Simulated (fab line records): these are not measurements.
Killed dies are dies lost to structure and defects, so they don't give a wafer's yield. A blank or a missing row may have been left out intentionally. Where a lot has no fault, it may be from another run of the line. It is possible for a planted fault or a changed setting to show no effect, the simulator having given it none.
fab line records	flow sky130
record lots=6	wafers=18	last-day=50
route steps=708 shown METAL5@671 PASSIVATION@681 PAD_OPEN@694
lots with no fault: from the same line, run without faults
start-h: start of the lot's first displayed wafer, in hours after the record's first day	wait-h: hours from the lot's prior step to this one	" same as the row above	L1.1+2: a single row standing in for several wafers	- no value, or no start given	* or withheld: withheld	< > ~ a bound
route shown NAME@n: names a module that has steps shown in the file, with the first one's number in the route	usual: the fault-free wafers' mean and standard deviation	same: alike in all rows	chamber/n: place in a boat	sites: per-site readings	_std_site: the standard deviation of these	_edge_site: outer sites' mean less inner sites'	radius-mm: how far each site lies from the wafer's centre	mask NAME#n: copy n	behind: the tool/chamber that last shaped the wafer	hold: why the lot was held/for how many hours/how that ended	device: which transistor (n, p or np) failed to switch	end of line: tests run on the same wafers once the route is complete	a step with no rows: only its recipe	killed: not the wafer's yield, but the dies lost to structure and defects at the first sort	map: shows each die of a wafer: x if killed, . if not, _ if none is there
set.NAME: the setting as run; set.NAME@STEP: as run at that earlier step	model.NAME: the simulator's own value behind a step, which no gauge read
lots at selected steps of the route; one table per step, one row per wafer
services: when a tool's chamber went out of use (start-h, in hours from the record's first day, below 0 if earlier), for how many hours, and the reason
## steps
# step SKY_METAL5_SOFTBAKE_10
# recipe temp-c=90	time-s=60	resist=NOVOLAK
# step SKY_METAL5_EXPOSE_11
# recipe mask-id=MM5	na=0.6	source-shape=conventional	sigma-outer=0.6	polarization=unpolarized	target-cd-nm=1600	dose-mj=190
# step SKY_METAL5_PEB_12
# recipe temp-c=withheld	time-s=*	resist=NOVOLAK
# step SKY_METAL5_DEVELOP_13
# recipe resist=NOVOLAK	developer=TMAH	develop-time-s=60	dev-temp-c=23
# step SKY_METAL5_DESCUM_14
# recipe chemistry=O2	source-power-w=150	bias-power-w=0	pressure-mtorr=10	temp-c=40	time-s=11
# usual drypump-motor-current-A=6.0/0.3	oes-product-au=0.998/0.01
lot.wafer	tool	chamber	start-h	wait-h	drypump-motor-current-A	oes-product-au	rf-hours-counter-h
L491.2	rie-metal-03	0	1048.21	0.1	5.9	1.006	9
L491.3	"	0	"	"	5.9	1.010	-
L491.6	"	0	"	"	5.9	1.020	-
L497.3	rie-metal-04	1	1088.67	0.1	5.7	0.998	-
L497.4	"	0	"	"	6.0	1.001	-
L497.6	"	1	"	"	5.8	0.997	-
L499.4	rie-metal-04	1	1089.88	0.1	5.7	0.985	-
L499.5	"	0	"	"	6.0	0.989	-
L499.6	"	1	"	"	5.7	0.986	-
L500.1	rie-metal-03	1	1101.21	0.1	6.5	0.994	20
L500.3	"	1	"	"	6.4	0.997	-
L500.5	"	0	"	"	5.9	1.008	-
L504.2	rie-metal-03	1	1127.76	0.1	6.4	0.988	22
L504.5	"	1	"	"	6.4	0.994	-
L504.6	"	0	"	"	5.9	1.002	-
L509.2	rie-metal-03	1	1163.86	0.1	6.4	0.990	26
L509.4	"	1	"	"	6.4	0.998	-
L509.5	"	0	"	"	5.9	1.005	-
# step SKY_METAL5_METAL_ETCH_15
# recipe target-depth-a=12600	stop-on=SiO2	over-etch-frac=0.2	time-s=252	chemistry=Cl2/BCl3	resist-sidewall-deg=86	pressure-mtorr=10	icp-w=900	bias-w=48.5	Cl2_flow_sccm=60	bcl3-flow-sccm=30
# usual bcl3-flow-sccm=30.01/0.091	drypump-motor-current-A=6.0/0.3	oes-product-au=0.894/0.0052	throttle-valve-pct=22.264/0.009
lot.wafer	tool	chamber	start-h	wait-h	bcl3-flow-sccm	drypump-motor-current-A	oes-product-au	rf-hours-counter-h	throttle-valve-pct
L491.2	rie-metal-03	0	1048.24	0.0	29.83	5.8	0.886	9	22.257
L491.3	"	0	"	"	29.88	5.9	0.905	-	22.257
L491.6	"	0	"	"	29.94	5.9	0.897	-	22.267
L497.3	rie-metal-04	1	1088.77	0.1	30.00	5.7	0.893	-	22.271
L497.4	"	0	"	"	30.10	6.0	0.897	-	22.280
L497.6	"	1	"	"	29.90	5.7	0.899	-	22.254
L499.4	rie-metal-04	1	1089.98	0.1	29.99	5.7	0.887	-	22.267
L499.5	"	0	"	"	29.92	6.0	0.897	-	22.276
L499.6	"	1	"	"	29.92	5.8	0.898	-	22.263
L500.1	rie-metal-03	1	1101.24	0.0	29.97	6.4	0.899	20	22.280
L500.3	"	1	"	"	29.87	6.4	0.898	-	22.261
L500.5	"	0	"	"	29.92	5.9	0.901	-	22.255
L504.2	rie-metal-03	1	1127.79	0.0	30.06	6.4	0.891	22	22.248
L504.5	"	1	"	"	30.12	6.4	0.888	-	22.265
L504.6	"	0	"	"	30.12	5.9	0.895	-	22.255
L509.2	rie-metal-03	1	1163.90	0.0	30.17	6.4	0.894	26	22.283
L509.4	"	1	"	"	30.08	6.4	0.898	-	22.280
L509.5	"	0	"	"	30.02	5.9	0.897	-	22.271
# step SKY_METAL5_STRIP_16
# recipe chemistry=O2/N2	power-w=1400	pressure-mtorr=1500	platen-temp-c=withheld	o2-flow-sccm=3000	n2-flow-sccm=300	overash-fraction=0.5
# usual drypump-motor-current-A=6.0/0.4	oes-product-au=0.710/0.0044	strip-time-to-endpoint-s=13.09/0.14
lot.wafer	tool	chamber	start-h	wait-h	drypump-motor-current-A	oes-product-au	rf-hours-counter-h	strip-time-to-endpoint-s
L491.2	plasma-asher-04	1	1048.48	0.2	6.0	0.706	63	12.79
L491.3	"	0	"	"	6.5	0.714	-	12.81
L491.6	"	1	"	"	6.0	0.709	-	12.83
L497.3	plasma-asher-03	1	1088.96	0.1	5.4	0.710	-	13.29
L497.4	"	0	"	"	6.5	0.712	-	13.21
L497.6	"	0	"	"	6.5	0.710	-	13.20
L499.4	plasma-asher-01	0	1090.17	0.1	5.5	0.718	-	13.30
L499.5	"	1	"	"	5.9	0.720	-	13.16
L499.6	"	0	"	"	5.5	0.719	-	13.29
L500.1	plasma-asher-04	0	1101.48	0.2	6.5	0.708	68	13.24
L500.3	"	1	"	"	6.0	0.710	-	13.18
L500.5	"	1	"	"	6.0	0.713	-	13.05
L504.2	plasma-asher-01	0	1128.03	0.2	5.5	0.701	38	13.16
L504.5	"	1	"	"	5.9	0.713	-	13.03
L504.6	"	0	"	"	5.6	0.712	-	13.03
L509.2	plasma-asher-04	0	1164.13	0.2	6.4	0.706	74	13.13
L509.4	"	1	"	"	6.0	0.708	-	13.15
L509.5	"	0	"	"	6.4	0.711	-	13.02
# step SKY_METAL5_STRIP_17
# recipe chemistry=post-etch-residue-remover	time-s=1200	temp-c=72.5
# step SKY_METAL5_CLEAN_18
# recipe chemistry=IPA	time-s=180	temp-c=25
# step SKY_METAL5_CLEAN_19
# recipe chemistry=O3/DIW	dry=n2-spin
# step SKY_PASSIVATION_CVD_00
# recipe material=SiO2	target-thk-nm=90	temp-c=400	time-s=withheld	rf-w=600
# usual heater-power-w=640/120	susceptor-temp-C=399.97/0.22
lot.wafer	tool	chamber	start-h	wait-h	heater-power-w	susceptor-temp-C
L491.2	pecvd-01	0	1049.11	0.0	567	400.14
L491.3	"	2	"	"	514	399.72
L491.6	"	2	"	"	510	399.88
L497.3	pecvd-04	2	1089.53	0.0	742	399.66
L497.4	"	1	"	"	557	399.99
L497.6	"	2	"	"	776	399.60
L499.4	pecvd-04	0	1090.75	0.0	605	400.05
L499.5	"	2	"	"	849	399.95
L499.6	"	1	"	"	622	399.97
L500.1	pecvd-02	0	1102.07	0.0	858	400.18
L500.3	"	1	"	"	718	400.08
L500.5	"	1	"	"	718	399.89
L504.2	pecvd-01	1	1128.71	0.0	655	399.78
L504.5	"	1	"	"	642	399.64
L504.6	"	2	"	"	490	400.19
L509.2	pecvd-01	1	1164.73	0.0	638	400.05
L509.4	"	0	"	"	479	399.86
L509.5	"	1	"	"	645	400.00
# step SKY_PASSIVATION_THK_MEAS_01
# recipe reads=SiO2_of_PASSIVATION_CVD_00
# usual PASSIVATION_CVD_00_THK=89.8/1.2
lot.wafer	tool	chamber	start-h	wait-h	PASSIVATION_CVD_00_THK[nm]
L491.2	film-metro-02	-	1049.14	-	89.3
L491.3	"	-	"	"	90.4
L491.6	"	-	"	"	90.4
L497.3	film-metro-02	-	1089.57	-	88.4
L497.4	"	-	"	"	90.0
L497.6	"	-	"	"	88.8
L499.4	film-metro-04	-	1090.79	-	88.9
L499.5	"	-	"	"	90.5
L499.6	"	-	"	"	89.0
L500.1	film-metro-02	-	1102.09	-	88.5
L500.3	"	-	"	"	89.2
L500.5	"	-	"	"	90.4
L504.2	film-metro-04	-	1128.76	-	89.4
L504.5	"	-	"	"	91.2
L504.6	"	-	"	"	90.2
L509.2	film-metro-02	-	1164.76	-	89.1
L509.4	"	-	"	"	90.4
L509.5	"	-	"	"	90.7
# step SKY_PASSIVATION_CVD_02
# recipe material=Si3N4	target-thk-nm=540	temp-c=400	time-s=withheld	rf-w=450
# usual heater-power-w=695/120	susceptor-temp-C=400.00/0.24
lot.wafer	tool	chamber	start-h	wait-h	heater-power-w	susceptor-temp-C	model.Si3N4_of_PASSIVATION_CVD_02.thk-nm
L491.2	pecvd-04	2	1049.19	0.0	951	400.13	525.2
L491.3	"	0	"	"	683	400.39	533
L491.6	"	0	"	"	551	400.25	538.1
L497.3	pecvd-01	0	1089.61	0.0	561	399.69	530.4
L497.4	"	0	"	"	586	399.95	537.8
L497.6	"	2	"	"	623	400.11	540.1
L499.4	pecvd-01	0	1090.93	0.1	559	399.86	255.8
L499.5	"	2	"	"	515	400.29	546.1
L499.6	"	1	"	"	679	400.31	538.2
L500.1	pecvd-01	2	1102.15	0.1	535	399.60	534.5
L500.3	"	0	"	"	577	399.87	248.3
L500.5	"	1	"	"	579	400.12	544.7
L504.2	pecvd-04	2	1128.81	0.0	966	399.99	530.3
L504.5	"	0	"	"	630	399.72	539.7
L504.6	"	2	"	"	977	399.71	538.4
L509.2	pecvd-04	2	1164.81	0.0	863	399.89	528.8
L509.4	"	1	"	"	647	399.80	541.2
L509.5	"	0	"	"	555	400.14	542.2
# step SKY_PASSIVATION_THK_MEAS_03
# recipe reads=Si3N4_of_PASSIVATION_CVD_02
# usual PASSIVATION_CVD_02_THK=538/6.2
lot.wafer	tool	chamber	start-h	wait-h	PASSIVATION_CVD_02_THK[nm]
L491.2	film-metro-02	-	1049.54	-	525
L491.3	"	-	"	"	533
L491.6	"	-	"	"	538
L497.3	film-metro-01	-	1089.85	-	531
L497.4	"	-	"	"	538
L497.6	"	-	"	"	540
L499.4	film-metro-01	-	1091.08	-	256
L499.5	"	-	"	"	546
L499.6	"	-	"	"	538
L500.1	film-metro-04	-	1102.38	-	534
L500.3	"	-	"	"	248
L500.5	"	-	"	"	545
L504.2	film-metro-02	-	1129.04	-	530
L504.5	"	-	"	"	540
L504.6	"	-	"	"	538
L509.2	film-metro-01	-	1165.05	-	529
L509.4	"	-	"	"	541
L509.5	"	-	"	"	542
# step SKY_PASSIVATION_DEHYDRATE_04
# recipe temp-c=200	time-s=60
# step SKY_PASSIVATION_HMDS_05
# recipe prime-time-s=60	prime-temp-c=120
# step SKY_PASSIVATION_COAT_06
# recipe spin-rpm=2000	resist-thk-nm=3000
# step SKY_PASSIVATION_SOFTBAKE_07
# recipe temp-c=110	time-s=withheld
# step SKY_PASSIVATION_EXPOSE_08
# recipe mask-id=NSM	target-cd-nm=3000	na=0.57	dose-mj=260
# step SKY_PASSIVATION_PEB_09
# recipe temp-c=115	time-s=withheld
# step SKY_PASSIVATION_DEVELOP_10
# recipe develop-time-s=61.54	dev-temp-c=23
# step SKY_PASSIVATION_ETCH_11
# recipe chemistry=CF4/O2	target-depth-nm=725	stop-on=AlCu	source-w=800	bias-w=150	pressure-mtorr=150	cf4-flow-sccm=80	O2_flow_sccm=10	time-s=161.1
# usual drypump-motor-current-A=5.7/0.44	oes-product-au=0.975/0.0064	throttle-valve-pct=5.964/0.0092
lot.wafer	tool	chamber	start-h	wait-h	drypump-motor-current-A	oes-product-au	rf-hours-counter-h	throttle-valve-pct	model.PASSIVATION.feature-depth-nm	model.etch.depth-nm
L491.2	rie-diel-02	0	1071.11	-	5.9	0.966	11	5.959	689.9	689.9
L491.3	"	3	"	"	5.7	0.969	16	5.956	698.5	698.5
L491.6	"	0	"	"	5.9	0.977	-	5.979	704.1	704.1
L497.3	rie-diel-01	0	1110.31	-	6.3	0.975	25	5.971	693.2	693.2
L497.4	"	3	"	"	5.9	0.976	23	5.939	701.6	701.6
L497.6	"	2	"	"	4.7	0.968	-	5.971	703.5	703.5
L499.4	rie-diel-02	1	1111.17	-	6.0	0.738	3	5.902	419.2	419.2
L499.5	"	2	"	"	5.7	0.984	-	5.976	708.4	708.4
L499.6	"	1	"	"	6.0	0.964	-	5.970	701.7	701.7
L500.1	rie-diel-02	0	1122.16	-	5.9	0.971	13	5.959	696.4	696.4
L500.3	"	1	"	"	6.0	0.736	4	5.888	410.9	410.9
L500.5	"	3	"	"	5.7	0.983	-	5.950	708.4	708.4
L504.2	rie-diel-04	0	1147.07	-	5.5	0.972	17	5.984	693.9	693.9
L504.5	"	3	"	"	6.6	0.980	-	5.947	705.2	705.2
L504.6	"	0	"	"	5.5	0.970	-	5.955	703.3	703.3
L509.2	rie-diel-02	2	1181.86	-	5.7	0.961	18	5.981	692.6	692.6
L509.4	"	3	"	"	5.7	0.976	20	5.967	706.2	706.2
L509.5	"	1	"	"	6.0	0.979	-	5.970	707.5	707.5
# step SKY_PASSIVATION_STRIP_12
# recipe chemistry=O2/N2	power-w=1400	pressure-mtorr=1500	platen-temp-c=withheld	overash-fraction=0.7	o2-flow-sccm=3000	n2-flow-sccm=300
# usual drypump-motor-current-A=5.6/0.54	oes-product-au=0.661/0.0042	strip-time-to-endpoint-s=31.56/0.12
lot.wafer	tool	chamber	start-h	wait-h	drypump-motor-current-A	oes-product-au	rf-hours-counter-h	strip-time-to-endpoint-s
L491.2	plasma-asher-02	1	1071.21	0.1	4.9	0.665	92	31.76
L491.3	"	1	"	"	4.9	0.664	-	31.78
L491.6	"	0	"	"	5.7	0.660	-	31.61
L497.3	plasma-asher-03	1	1110.45	0.1	5.4	0.661	-	31.38
L497.4	"	0	"	"	6.5	0.662	-	31.46
L497.6	"	0	"	"	6.5	0.659	-	31.46
L499.4	plasma-asher-01	1	1111.31	0.1	5.9	0.659	-	31.53
L499.5	"	0	"	"	5.5	0.668	-	31.49
L499.6	"	1	"	"	5.9	0.664	-	31.56
L500.1	plasma-asher-03	0	1122.27	0.1	6.5	0.662	6	31.48
L500.3	"	0	"	"	6.5	0.656	-	31.52
L500.5	"	1	"	"	5.5	0.658	-	31.51
L504.2	plasma-asher-02	0	1147.17	0.1	5.7	0.656	99	31.55
L504.5	"	1	"	"	4.9	0.667	-	31.62
L504.6	"	0	"	"	5.7	0.650	-	31.57
L509.2	plasma-asher-02	1	1181.97	0.1	4.9	0.666	102	31.57
L509.4	"	0	"	"	5.7	0.663	-	31.59
L509.5	"	0	"	"	5.7	0.665	-	31.87
# step SKY_PAD_OPEN_DEHYDRATE_00
# recipe temp-c=200	time-s=58.43
# step SKY_PAD_OPEN_HMDS_01
# recipe prime-time-s=60	prime-temp-c=120
# step SKY_PAD_OPEN_COAT_02
# recipe spin-rpm=2000	resist-thk-nm=3000
# step SKY_PAD_OPEN_SOFTBAKE_03
# recipe temp-c=110	time-s=withheld
# step SKY_PAD_OPEN_EXPOSE_04
# recipe mask-id=PDM	target-cd-nm=60000	na=0.57	dose-mj=260
# step SKY_PAD_OPEN_PEB_05
# recipe temp-c=115	time-s=withheld
# step SKY_PAD_OPEN_DEVELOP_06
# recipe develop-time-s=60	dev-temp-c=23
# step SKY_PAD_OPEN_ETCH_07
# recipe chemistry=CF4/O2	target-depth-nm=725	stop-on=AlCu	source-w=800	bias-w=150	pressure-mtorr=150	cf4-flow-sccm=80	O2_flow_sccm=10	time-s=161.1
# usual drypump-motor-current-A=5.6/0.41	oes-product-au=0.976/0.0062	throttle-valve-pct=5.964/0.0088
lot.wafer	tool	chamber	start-h	wait-h	drypump-motor-current-A	oes-product-au	rf-hours-counter-h	throttle-valve-pct	model.PAD_OPEN.feature-depth-nm	model.etch.depth-nm
L491.2	rie-diel-01	0	1091.66	-	6.3	0.962	24	5.964	689.9	689.9
L491.3	"	2	"	"	4.7	0.976	5	5.957	698.5	698.5
L491.6	"	1	"	"	5.2	0.982	-	5.952	704.1	704.1
L497.3	rie-diel-01	3	1129.57	-	5.9	0.975	24	5.955	693.2	693.2
L497.4	"	1	"	"	5.2	0.976	11	5.961	701.6	701.6
L497.6	"	0	"	"	6.3	0.979	-	5.963	703.5	703.5
L499.4	rie-diel-01	3	1130.92	-	6.0	0.741	24	5.896	419.2	419.2
L499.5	"	3	"	"	6.0	0.978	-	5.976	710.9	710.9
L499.6	"	2	"	"	4.7	0.975	-	5.973	701.7	701.7
L500.1	rie-diel-03	0	1141.02	-	5.4	0.967	7	5.961	696.4	696.4
L500.3	"	1	"	"	5.2	0.727	23	5.898	410.9	410.9
L500.5	"	3	"	"	5.1	0.981	-	5.981	708.4	708.4
L504.2	rie-diel-03	0	1164.02	-	5.4	0.961	8	5.970	693.9	693.9
L504.5	"	1	"	"	5.2	0.986	-	5.968	705.2	705.2
L504.6	"	0	"	"	5.4	0.967	-	5.972	703.3	703.3
L509.2	rie-diel-03	0	1197.61	-	5.5	0.974	9	5.973	692.6	692.6
L509.4	"	3	"	"	5.1	0.978	5	5.965	706.2	706.2
L509.5	"	1	"	"	5.2	0.988	-	5.969	707.5	707.5
# step SKY_PAD_OPEN_STRIP_08
# recipe chemistry=O2/N2	power-w=1400	pressure-mtorr=1500	platen-temp-c=withheld	overash-fraction=0.7	o2-flow-sccm=3000	n2-flow-sccm=300
# step SKY_PAD_OPEN_STRIP_09
# recipe chemistry=post-etch-residue-remover	time-s=1200	temp-c=72.5
lot.wafer	tool	chamber	start-h	wait-h	model.Si3N4_of_PASSIVATION_CVD_02.thk-nm
L491.2	wet-bench-02	1	1091.92	0.1	524.8
L491.3	"	1	"	"	532.7
L491.6	"	1	"	"	537.7
L497.3	wet-bench-03	3	1129.80	0.1	530
L497.4	"	3	"	"	537.4
L497.6	"	3	"	"	539.8
L499.4	wet-bench-02	0	1131.17	0.1	255.4
L499.5	"	0	"	"	545.7
L499.6	"	0	"	"	537.9
L500.1	wet-bench-02	0	1141.23	0.1	534.1
L500.3	"	0	"	"	247.9
L500.5	"	0	"	"	544.4
L504.2	wet-bench-02	2	1164.23	0.1	529.9
L504.5	"	2	"	"	539.4
L504.6	"	2	"	"	538
L509.2	wet-bench-02	2	1197.82	0.1	528.5
L509.4	"	2	"	"	540.8
L509.5	"	2	"	"	541.9
# step SKY_PAD_OPEN_CLEAN_10
# recipe chemistry=IPA	time-s=180	temp-c=25
# step SKY_PAD_OPEN_PROBE_99
# usual defect-limited-yield=82.2/1.8	killed_at_M0_to_M3=44/6.8	killed_at_M4_up=2.9/1.9	killed-at-contacts=24/5.2	killed-at-front-end=16/4.1	killed-at-other=0.4/0.74	killed-dies=88/9.1	killed-on-rim=17/4	killed-open=48/7.2	killed-short=39/5.6	sort_bin_3_pad_short=0.9/0.43	sort_bin_5_function=10.6/1.4	sort_bin_6_memory=6.3/1	sort-n-pass=404/9.1	sort-yield-pct=82.2/1.8
# same gross-dies=492	killed-at-back-side=0	sort_bin_4_leakage[%]=0	sort_bin_8_speed[%]=0
lot.wafer	tool	chamber	start-h	wait-h	defect-limited-yield[%]	killed_at_M0_to_M3	killed_at_M4_up	killed-at-contacts	killed-at-front-end	killed-at-other	killed-dies	killed-on-rim	killed-open	killed-short	sort_bin_3_pad_short[%]	sort_bin_5_function[%]	sort_bin_6_memory[%]	sort-n-pass	sort-yield-pct[%]
L491.2	prober-01	-	1094.17	0.1	82.1	44	6	20	18	0	88	17	48	39	1.2	9.8	6.9	404	82.1
L491.3	prober-01	-	1094.22	0.2	82.1	36	3	27	22	0	88	17	52	35	1.0	11.2	5.7	404	82.1
L491.6	prober-01	-	1094.37	0.2	81.3	50	4	24	14	0	92	20	55	37	0.8	12.2	5.7	400	81.3
L497.3	prober-02	-	1132.05	0.2	84.8	39	1	19	16	0	75	15	41	34	0.8	9.3	5.1	417	84.8
L497.4	prober-02	-	1132.10	0.2	83.3	34	2	32	14	0	82	18	42	39	0.6	10.2	5.9	410	83.3
L497.6	prober-02	-	1132.20	0.2	83.9	42	1	18	18	0	79	11	42	37	1.0	10.2	4.9	413	83.9
L499.4	prober-01	-	1133.43	0.2	83.7	42	4	22	12	0	80	16	51	29	0.8	8.5	6.9	412	83.7
L499.5	prober-01	-	1133.48	0.2	83.7	45	4	22	9	0	80	23	37	43	0.6	9.6	6.1	412	83.7
L499.6	prober-01	-	1133.53	0.2	82.3	38	8	29	10	2	87	21	47	40	1.4	11.6	4.7	405	82.3
L500.1	prober-02	-	1143.34	0.1	79.5	56	4	20	21	0	101	19	48	52	2.0	10.6	7.9	391	79.5
L500.3	prober-02	-	1143.44	0.2	79.1	46	3	35	18	1	103	23	54	47	1.0	12.2	7.7	389	79.1
L500.5	prober-02	-	1143.54	0.2	80.7	56	1	24	13	1	95	16	50	45	0.2	12.8	6.3	397	80.7
L504.2	prober-02	-	1166.42	0.1	82.1	50	1	27	9	1	88	17	50	38	1.2	11.6	5.1	404	82.1
L504.5	prober-02	-	1166.57	0.2	81.7	45	5	24	16	0	90	19	51	39	0.6	10.6	7.1	402	81.7
L504.6	prober-02	-	1166.62	0.2	81.9	36	3	29	21	0	89	18	42	47	1.2	11.6	5.3	403	81.9
L509.2	prober-01	-	1199.98	0.1	82.5	50	1	18	17	0	86	23	41	45	1.6	7.7	8.1	406	82.5
L509.4	prober-01	-	1200.08	0.2	83.7	40	1	24	15	0	80	16	47	33	0.4	10.2	5.7	412	83.7
L509.5	prober-01	-	1200.13	0.2	78.7	50	2	26	25	2	105	23	54	51	0.6	13.2	7.5	387	78.7
# killed by level:class
L491.2 VIA1:geometric-particle:open=10 LI_CONTACT:geometric-particle:open=9 METAL1:geometric-particle:short=8 FIELD_ISO:geometric-particle:short=7 VIA3:geometric-particle:open=7 CONTACT:geometric-particle:open=6 VIA2:geometric-particle:short=5 POLY_GATE:geometric-particle:open=4
L491.3 VIA1:geometric-particle:open=12 LI_CONTACT:geometric-particle:open=10 CONTACT:geometric-particle:open=8 FIELD_ISO:geometric-particle:short=6 POLY_GATE:geometric-particle:open=5 LOCAL_INTERCONNECT:geometric-particle:short=5 VIA3:geometric-particle:open=5 METAL1:geometric-particle:short=5
L491.6 VIA1:geometric-particle:open=16 LI_CONTACT:geometric-particle:open=9 CONTACT:geometric-particle:open=9 VIA1:geometric-particle:short=7 METAL1:geometric-particle:short=6 VIA2:geometric-particle:open=5 POLY_GATE:geometric-particle:open=4 CONTACT:geometric-particle:short=4
L497.3 VIA3:geometric-particle:open=9 VIA1:geometric-particle:open=9 LI_CONTACT:geometric-particle:open=6 METAL1:geometric-particle:short=5 FIELD_ISO:geometric-particle:short=4 VIA1:geometric-particle:short=4 CONTACT:geometric-particle:open=4 POLY_GATE:geometric-particle:open=3
L497.4 CONTACT:geometric-particle:open=15 VIA1:geometric-particle:open=7 LI_CONTACT:geometric-particle:open=7 FIELD_ISO:geometric-particle:short=6 METAL1:geometric-particle:short=5 LOCAL_INTERCONNECT:geometric-particle:short=5 VIA3:geometric-particle:open=5 VIA2:geometric-particle:open=4
L497.6 VIA1:geometric-particle:open=9 LI_CONTACT:geometric-particle:open=6 LOCAL_INTERCONNECT:geometric-particle:short=6 VIA2:geometric-particle:open=6 VIA3:geometric-particle:open=6 FIELD_ISO:geometric-particle:open=5 METAL2:geometric-particle:short=5 FIELD_ISO:geometric-particle:short=4
L499.4 VIA3:geometric-particle:open=12 CONTACT:geometric-particle:open=10 VIA1:geometric-particle:open=7 VIA2:geometric-particle:open=5 LI_CONTACT:geometric-particle:open=4 METAL2:geometric-particle:short=4 FIELD_ISO:geometric-particle:open=3 FIELD_ISO:geometric-particle:short=3
L499.5 CONTACT:geometric-particle:open=8 VIA2:geometric-particle:open=7 CONTACT:geometric-particle:short=6 METAL2:geometric-particle:short=6 VIA3:geometric-particle:open=6 VIA1:geometric-particle:short=5 VIA3:geometric-particle:short=5 METAL1:geometric-particle:short=4
L499.6 CONTACT:geometric-particle:open=15 LI_CONTACT:geometric-particle:open=7 METAL2:geometric-particle:short=7 FIELD_ISO:geometric-particle:open=5 VIA2:geometric-particle:short=5 METAL4:geometric-particle:short=5 METAL1:geometric-particle:short=4 VIA1:geometric-particle:short=4
L500.1 VIA3:geometric-particle:open=11 VIA2:geometric-particle:open=8 VIA1:geometric-particle:open=8 VIA1:geometric-particle:short=8 FIELD_ISO:geometric-particle:short=7 LI_CONTACT:geometric-particle:open=7 LOCAL_INTERCONNECT:geometric-particle:short=6 POLY_GATE:geometric-particle:short=5
L500.3 LI_CONTACT:geometric-particle:open=11 CONTACT:geometric-particle:open=11 VIA1:geometric-particle:open=10 VIA1:geometric-particle:short=8 METAL2:geometric-particle:short=8 FIELD_ISO:geometric-particle:short=6 LOCAL_INTERCONNECT:geometric-particle:short=6 VIA2:geometric-particle:open=5
L500.5 VIA1:geometric-particle:open=11 CONTACT:geometric-particle:short=10 VIA3:geometric-particle:open=10 VIA2:geometric-particle:open=9 FIELD_ISO:geometric-particle:short=6 CONTACT:geometric-particle:open=6 VIA1:geometric-particle:short=6 METAL2:geometric-particle:short=5
L504.2 CONTACT:geometric-particle:open=12 VIA2:geometric-particle:open=10 VIA1:geometric-particle:open=10 LI_CONTACT:geometric-particle:open=7 VIA1:geometric-particle:short=6 LOCAL_INTERCONNECT:geometric-particle:short=5 METAL1:geometric-particle:short=5 METAL2:geometric-particle:short=5
L504.5 CONTACT:geometric-particle:open=12 VIA1:geometric-particle:open=8 METAL2:geometric-particle:short=8 LOCAL_INTERCONNECT:geometric-particle:short=7 POLY_GATE:geometric-particle:open=6 VIA3:geometric-particle:open=6 FIELD_ISO:geometric-particle:open=5 VIA2:geometric-particle:short=5
L504.6 LI_CONTACT:geometric-particle:open=9 VIA1:geometric-particle:open=8 POLY_GATE:geometric-particle:short=6 CONTACT:geometric-particle:short=6 METAL3:geometric-particle:short=6 VIA2:geometric-particle:short=6 POLY_GATE:geometric-particle:open=5 LOCAL_INTERCONNECT:geometric-particle:short=5
L509.2 CONTACT:geometric-particle:open=8 VIA2:geometric-particle:open=8 VIA3:geometric-particle:short=7 VIA3:geometric-particle:open=7 VIA1:geometric-particle:open=6 POLY_GATE:geometric-particle:short=5 METAL3:geometric-particle:short=5 METAL2:geometric-particle:short=4
L509.4 VIA2:geometric-particle:open=10 CONTACT:geometric-particle:open=9 LI_CONTACT:geometric-particle:open=7 VIA1:geometric-particle:open=7 VIA3:geometric-particle:open=6 CONTACT:geometric-particle:short=5 METAL1:geometric-particle:short=5 VIA1:geometric-particle:short=4
L509.5 LI_CONTACT:geometric-particle:open=10 VIA1:geometric-particle:open=10 FIELD_ISO:geometric-particle:open=8 VIA2:geometric-particle:open=7 METAL2:geometric-particle:short=7 FIELD_ISO:geometric-particle:short=6 VIA3:geometric-particle:open=6 CONTACT:geometric-particle:short=5
## services
tool	chamber	start-h	hours	kind
pecvd-04	-	1025.13	4.2	repair
rie-metal-04	-	1027.69	1.4	pm
rie-diel-04	-	1029.02	0.7	repair
plasma-asher-02	-	1032.09	2.8	pm
pecvd-01	0	1040.15	5.5	scheduled-down
rie-diel-02	-	1043.35	2.1	repair
rie-diel-01	3	1055.24	6.4	repair
plasma-asher-03	-	1055.32	9.0	pm
rie-metal-03	1	1058.82	4.3	repair
rie-diel-01	-	1059.36	2.8	pm
plasma-asher-01	-	1061.48	2.2	repair
pecvd-01	-	1069.33	0.9	repair
pecvd-02	-	1070.67	28.1	pm
pecvd-04	-	1099.08	5.5	pm
pecvd-01	0	1104.91	23.7	repair
rie-metal-03	-	1109.04	0.6	repair
rie-diel-04	2	1135.04	3.2	repair
pecvd-02	2	1148.49	5.8	repair
plasma-asher-02	-	1162.74	1.5	repair
pecvd-02	0	1165.75	6.1	repair
rie-diel-02	0	1170.55	5.4	repair
rie-diel-04	-	1173.65	0.5	repair
rie-diel-03	-	1176.12	4.3	pm
rie-diel-01	2	1190.28	7.4	repair
## key
first-sign step=SKY_PASSIVATION_THK_MEAS_03	reading=PASSIVATION_CVD_02_THK	direction=down	sigmas=46	usual=538	struck=252
effect step=SKY_PASSIVATION_ETCH_11	reading=oes-product-au	direction=down	sigmas=37	usual=0.975	struck=0.737
effect step=SKY_PAD_OPEN_ETCH_07	reading=oes-product-au	direction=down	sigmas=39	usual=0.976	struck=0.734
model-effect step=SKY_PASSIVATION_CVD_02	value=Si3N4_of_PASSIVATION_CVD_02.thk-nm	without=538	struck=252
model-effect step=SKY_PASSIVATION_ETCH_11	value=PASSIVATION.feature-depth-nm	without=701	struck=415
model-effect step=SKY_PAD_OPEN_ETCH_07	value=PAD_OPEN.feature-depth-nm	without=701	struck=415
model-effect step=SKY_PAD_OPEN_STRIP_09	value=Si3N4_of_PASSIVATION_CVD_02.thk-nm	without=537.6	struck=251.7
met-at SKY_PASSIVATION_CVD_02
struck-wafers L499.4,L500.3
onset-between 1089.61 1090.93
fault kind=process-parameter-drift	tool=pecvd-01	chamber=0	onset-h=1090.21	steps=SKY_PASSIVATION_CVD_02	channel=target-thk-nm	offset=-285.94	shape=step	end-h=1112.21	acts-in=these-recipes-only	stated=540
